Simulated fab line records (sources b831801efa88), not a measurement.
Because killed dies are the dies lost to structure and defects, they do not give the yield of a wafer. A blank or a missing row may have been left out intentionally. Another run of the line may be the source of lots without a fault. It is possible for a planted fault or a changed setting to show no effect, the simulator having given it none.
fab line records | flow sfqLine
record lots=14 wafers=42 lastDay=91
route steps=325 shown L0@3
lots untouched by any fault: they come from a run of this same line in which no faults occurred
startH: the number of hours between the record's first day and the start of the first shown wafer of the lot | waitH: hours elapsed since this lot's preceding step | " unchanged from the row above | L1.1+2: several wafers, shown together as one row | - no value, or no start given | * or withheld: withheld | < > ~ a bound
route shown NAME@n: NAME is a module with steps in the file, n the number in the route of the first one | usual: mean and standard deviation over wafers with no fault | same: alike in all rows | chamber/n: place in a boat | sites: readings site by site | _std_site: standard deviation of those values | _edge_site: mean of outer sites minus mean of inner sites | radiusMm: for every site, how far away it sits from the centre of the wafer | mask NAME#n: copy n | behind: the last tool/chamber to shape the wafer | hold: the reason the lot was held/the length of the hold in hours/how it ended | device: names the non-switching transistor (n, p or np) | end of line: tests of these same wafers at the route's end | a step with no rows: only its recipe | killed: dies that structure and defects cost at the first sort, which is not the same as the wafer's yield | map: shows each die of a wafer: x if killed, . if not, _ if none is there
set.NAME: the setting that was run; set.NAME@STEP: the one run at that earlier step | model.NAME: the simulator's own value behind a step, which no gauge read
a sample of lots followed through the steps of the route, with each step as a table and each wafer as a row
services: from which hour (startH, from the record's first day; less than 0 if before it) a tool's chamber was out of use, for how many hours, and why
## steps
# step SFQ_TRILAYER_L0_DEP_SPUTTER_003
# recipe material=MoNx_KI basePressurePa=1.33e-06 targetThkNm=40 powerW=800 timeS=102.5 chamberPressurePa=0.4
# usual throttleValvePct=30.1/0.9
# columns lot.wafer tool chamber startH waitH throttleValvePct
L581.2 pvdSputter-06 - 17.49 0.0 30.5
L581.3 " - " " 30.3
L581.5 " - " " 29.0
L582.1 pvdSputter-05 - 22.49 0.0 30.4
L582.3 " - " " 30.8
L582.4 " - " " 30.4
L583.2 pvdSputter-05 - 27.49 0.0 30.4
L583.5 " - " " 30.3
L583.6 " - " " 30.7
L585.1 pvdSputter-03 - 37.49 0.0 32.0
L585.3 " - " " 27.8
L585.4 " - " " 30.4
L586.2 pvdSputter-06 - 42.49 0.0 29.9
L586.4 " - " " 28.6
L586.5 " - " " 28.8
L587.4 pvdSputter-06 - 47.49 0.0 28.5
L587.5 " - " " 30.6
L587.6 " - " " 30.1
L588.3 pvdSputter-03 - 52.49 0.0 27.7
L588.4 " - " " 30.3
L588.6 " - " " 30.3
L592.2 pvdSputter-05 - 72.49 0.0 31.2
L592.3 " - " " 30.4
L592.6 " - " " 30.3
L593.2 pvdSputter-05 - 77.49 0.0 30.8
L593.3 " - " " 30.6
L593.6 " - " " 30.3
L594.1 pvdSputter-06 - 82.49 0.0 29.4
L594.3 " - " " 30.0
L594.4 " - " " 28.8
L597.3 pvdSputter-06 - 97.49 0.0 29.4
L597.4 " - " " 30.1
L597.6 " - " " 28.8
L601.1 pvdSputter-05 - 117.49 0.0 31.2
L601.2 " - " " 30.0
L601.6 " - " " 30.4
L602.1 pvdSputter-03 - 122.49 0.0 31.3
L602.2 " - " " 30.6
L602.3 " - " " 30.1
L603.1 pvdSputter-05 - 127.49 0.0 30.3
L603.3 " - " " 30.4
L603.5 " - " " 30.1
# step SFQ_L0_RS_MEAS_901
# recipe thkMeasGauge=four-point-probe reads=MoNx_KI_of_TRILAYER_L0_DEP_SPUTTER_003
# usual L0_MONX_KI_RS=42.5/0.42
# columns lot.wafer tool chamber startH waitH L0_MONX_KI_RS[ohm/sq]
L581.2 filmMetro-01 - 17.58 0.1 42.7
L581.3 " - " " 42.9
L581.5 " - " " 42.6
L582.1 filmMetro-01 - 22.56 0.0 42.2
L582.3 " - " " 41.7
L582.4 " - " " 41.7
L583.2 filmMetro-04 - 27.58 0.1 43.2
L583.5 " - " " 43.0
L583.6 " - " " 42.9
L585.1 filmMetro-02 - 37.56 0.0 42.2
L585.3 " - " " 42.5
L585.4 " - " " 42.0
L586.2 filmMetro-01 - 42.58 0.1 42.8
L586.4 " - " " 42.9
L586.5 " - " " 43.0
L587.4 filmMetro-04 - 47.62 0.1 42.0
L587.5 " - " " 41.9
L587.6 " - " " 42.6
L588.3 filmMetro-02 - 52.60 0.1 43.2
L588.4 " - " " 42.7
L588.6 " - " " 43.1
L592.2 filmMetro-04 - 72.58 0.1 42.4
L592.3 " - " " 42.5
L592.6 " - " " 42.1
L593.2 filmMetro-01 - 77.66 0.1 42.9
L593.3 " - " " 42.8
L593.6 " - " " 42.5
L594.1 filmMetro-04 - 82.56 0.0 41.9
L594.3 " - " " 49.4
L594.4 " - " " 41.7
L597.3 filmMetro-01 - 97.60 0.1 42.6
L597.4 " - " " 49.7
L597.6 " - " " 42.6
L601.1 filmMetro-04 - 117.56 0.0 42.4
L601.2 " - " " 42.2
L601.6 " - " " 42.4
L602.1 filmMetro-01 - 122.56 0.0 43.1
L602.2 " - " " 42.6
L602.3 " - " " 43.0
L603.1 filmMetro-01 - 127.56 0.0 42.2
L603.3 " - " " 42.6
L603.5 " - " " 42.5
# step SFQ_L0_THK_MEAS_902
# recipe thkMeasGauge=xrf reads=MoNx_KI_of_TRILAYER_L0_DEP_SPUTTER_003
# usual L0_MONX_KI_THK=41.3/0.46
# columns lot.wafer tool chamber startH waitH L0_MONX_KI_THK[nm]
L581.2 filmMetro-01 - 17.69 0.1 40.9
L581.3 " - " " 41.0
L581.5 " - " " 41.3
L582.1 filmMetro-01 - 22.68 0.1 41.5
L582.3 " - " " 42.3
L582.4 " - " " 42.2
L583.2 filmMetro-04 - 27.69 0.1 40.7
L583.5 " - " " 40.4
L583.6 " - " " 40.7
L585.1 filmMetro-02 - 37.68 0.1 41.5
L585.3 " - " " 41.2
L585.4 " - " " 41.9
L586.2 filmMetro-01 - 42.69 0.1 41.1
L586.4 " - " " 41.2
L586.5 " - " " 40.6
L587.4 filmMetro-04 - 47.71 0.1 41.5
L587.5 " - " " 41.7
L587.6 " - " " 40.9
L588.3 filmMetro-02 - 52.70 0.1 40.9
L588.4 " - " " 41.0
L588.6 " - " " 40.7
L592.2 filmMetro-04 - 72.69 0.1 41.6
L592.3 " - " " 41.1
L592.6 " - " " 41.7
L593.2 filmMetro-01 - 77.77 0.1 40.9
L593.3 " - " " 41.1
L593.6 " - " " 41.6
L594.1 filmMetro-04 - 82.68 0.1 41.9
L594.3 " - " " 36.4
L594.4 " - " " 42.1
L597.3 filmMetro-01 - 97.70 0.1 41.7
L597.4 " - " " 36.3
L597.6 " - " " 41.2
L601.1 filmMetro-04 - 117.68 0.1 41.3
L601.2 " - " " 41.3
L601.6 " - " " 41.3
L602.1 filmMetro-01 - 122.68 0.1 40.4
L602.2 " - " " 40.9
L602.3 " - " " 40.7
L603.1 filmMetro-01 - 127.68 0.1 41.3
L603.3 " - " " 41.0
L603.5 " - " " 41.1
# step SFQ_TRILAYER_L0_ETCH_METAL_ETCH_008
# recipe target=MoNx_KI stopOn=SiO2 maskMaterial=PR chemistry=SF6/O2 targetDepthNm=50 icpW=600 biasW=80 pressureMtorr=10 timeS=25
# usual drypumpMotorCurrentA=5.7/0.42 oesProductAu=0.887/0.0066
# columns lot.wafer tool chamber startH waitH drypumpMotorCurrentA oesProductAu rfHoursCounterH
L581.2 rieMetal-02 0 77.03 0.0 6.3 0.890 108
L581.3 " 1 " " 5.4 0.888 -
L581.5 " 0 " " 6.3 0.887 -
L582.1 rieMetal-04 0 78.23 0.0 5.1 0.888 58
L582.3 " 0 " " 5.1 0.894 -
L582.4 " 1 " " 5.9 0.899 -
L583.2 rieMetal-02 0 80.63 0.0 6.3 0.881 109
L583.5 " 1 " " 5.4 0.885 -
L583.6 " 0 " " 6.3 0.877 -
L585.1 rieMetal-03 0 83.03 0.0 6.1 0.897 27
L585.3 " 1 " " 6.0 0.879 -
L585.4 " 0 " " 6.1 0.894 -
L586.2 rieMetal-04 0 84.23 0.0 5.1 0.880 59
L586.4 " 1 " " 5.8 0.883 -
L586.5 " 0 " " 5.1 0.880 -
L587.4 rieMetal-03 0 85.45 0.0 6.1 0.892 -
L587.5 " 1 " " 6.0 0.893 -
L587.6 " 0 " " 6.1 0.879 -
L588.3 rieMetal-02 1 121.29 0.0 5.5 0.878 -
L588.4 " 0 " " 6.3 0.881 -
L588.6 " 0 " " 6.3 0.873 -
L592.2 rieMetal-04 1 150.05 0.0 5.9 0.892 174
L592.3 " 0 " " 5.1 0.879 -
L592.6 " 0 " " 5.1 0.880 -
L593.2 rieMetal-02 1 156.05 0.0 5.4 0.879 123
L593.3 " 1 " " 5.4 0.888 -
L593.6 " 1 " " 5.5 0.887 -
L594.1 rieMetal-04 0 167.15 0.0 5.1 0.894 69
L594.3 " 0 " " 5.1 0.820 -
L594.4 " 1 " " 5.8 0.896 -
L597.3 rieMetal-03 1 184.84 0.0 6.0 0.887 -
L597.4 " 0 " " 6.1 0.822 -
L597.6 " 1 " " 6.0 0.884 -
L601.1 rieMetal-02 0 206.65 0.0 6.3 0.889 126
L601.2 " 1 " " 5.4 0.888 130
L601.6 " 1 " " 5.5 0.887 -
L602.1 rieMetal-03 1 213.87 0.0 6.0 0.882 187
L602.2 " 0 " " 6.1 0.877 45
L602.3 " 1 " " 6.0 0.883 -
L603.1 rieMetal-02 1 219.85 0.0 5.4 0.884 132
L603.3 " 1 " " 5.4 0.885 -
L603.5 " 1 " " 5.4 0.884 -
## services
# columns tool chamber startH hours kind
pvdSputter-03 - -4.92 0.6 repair
pvdSputter-06 2 16.61 - consumableReplace:kit
pvdSputter-06 2 16.61 18.0 scheduledDown
pvdSputter-06 2 16.61 18.0 ventCycle
rieMetal-02 - 17.88 14.6 pm
rieMetal-03 - 53.79 14.6 pm
pvdSputter-03 - 78.84 6.4 repair
pvdSputter-06 - 88.11 5.9 repair
rieMetal-02 - 90.06 2.8 pm
pvdSputter-06 - 121.34 4.2 repair
pvdSputter-05 - 121.50 1.6 repair
pvdSputter-06 - 124.22 4.8 repair
pvdSputter-06 - 167.73 2.3 repair
rieMetal-03 - 169.01 2.8 pm
## key
firstSign step=SFQ_L0_RS_MEAS_901 reading=L0_MONX_KI_RS direction=up sigmas=17 usual=42.5 struck=49.5
effect step=SFQ_L0_THK_MEAS_902 reading=L0_MONX_KI_THK direction=down sigmas=11 usual=41.3 struck=36.4
effect step=SFQ_TRILAYER_L0_ETCH_METAL_ETCH_008 reading=oesProductAu direction=down sigmas=9.9 usual=0.887 struck=0.821
metAt SFQ_TRILAYER_L0_DEP_SPUTTER_003
struckLots L594,L597
struckWafers L594.3,L597.4
onsetBetween 47.49 82.49
fault kind=siteProfileDrift tool=pvdSputter-06 chamber=- onsetH=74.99 steps=SFQ_TRILAYER_L0_DEP_SPUTTER_003 basis=fraction maxAbsDrift=0.27134 slopeSharePerHr=135.67 sitePattern=0,0,0,0,0,-1,-1,-1,-1 scope=struckWafersOnly
